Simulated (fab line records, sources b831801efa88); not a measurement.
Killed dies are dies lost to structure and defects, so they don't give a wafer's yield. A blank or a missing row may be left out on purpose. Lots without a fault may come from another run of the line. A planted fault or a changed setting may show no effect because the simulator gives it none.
Which tool did it? | flow sfq_line | 7 lots, 21 wafers sampled, at 2 steps of a route of 325

WHAT THE GAUGES READ, wafer by wafer
SFQ_L0V_OVL_MEAS_903.
lot  | measured     | on         | L0V_OVL (nm)
L924 | day 5 03:41  | overlay-02 | -9 -14 -7
L928 | day 6 08:05  | overlay-02 | -6 -8 -12
L930 | day 7 02:14  | overlay-02 | 4 -6 1
L932 | day 7 17:02  | overlay-01 | -12 -10 -3
L936 | day 8 19:22  | overlay-02 | -8 -4 -9
L943 | day 10 12:20 | overlay-01 | 4 -1 -13
L945 | day 10 23:08 | overlay-02 | 9 8 4

WHICH TOOL RAN EACH LOT (tool, then ch and the chambers of the sampled wafers, then the start)
lot  | SFQ_TRILAYER_L0_BARC_OPEN_METAL_ETCH_010
L924 | rie_metal-03 ch 0,1, day 3 13:50
L928 | rie_metal-03 ch 0,1, day 4 09:01
L930 | rie_metal-02 ch 0,1, day 4 23:32
L932 | rie_metal-02 ch 0,1, day 5 10:19
L936 | rie_metal-03 ch 0,1, day 6 06:43
L943 | rie_metal-04 ch 0,1, day 7 18:53
L945 | rie_metal-04 ch 0,1, day 8 04:35
- SFQ_TRILAYER_L0_BARC_OPEN_METAL_ETCH_010: etches BARC in O2, target depth 125 nm, time 41.7 s.

THE ANSWER, worked out from the rows above alone
Rule: what is usual is taken from the lots themselves. Put in order of their means at a reading, lots are off if they are a third of the lots or fewer, leave a main group of 4 or more, and stand apart from it by a gap of 3 or more times the standard deviation of the main group's means; of several such gaps the widest counts. A main group whose means are all the same, to the digits that the tables above print for the reading, isn't used. A lot without any number at a reading at which 4 lots or more have one is off too. The other lots that the step has rows for count as sound.
No lot is off at any reading shown: from this, nothing can be told.

WHAT THE SIMULATOR HAD PUT IN
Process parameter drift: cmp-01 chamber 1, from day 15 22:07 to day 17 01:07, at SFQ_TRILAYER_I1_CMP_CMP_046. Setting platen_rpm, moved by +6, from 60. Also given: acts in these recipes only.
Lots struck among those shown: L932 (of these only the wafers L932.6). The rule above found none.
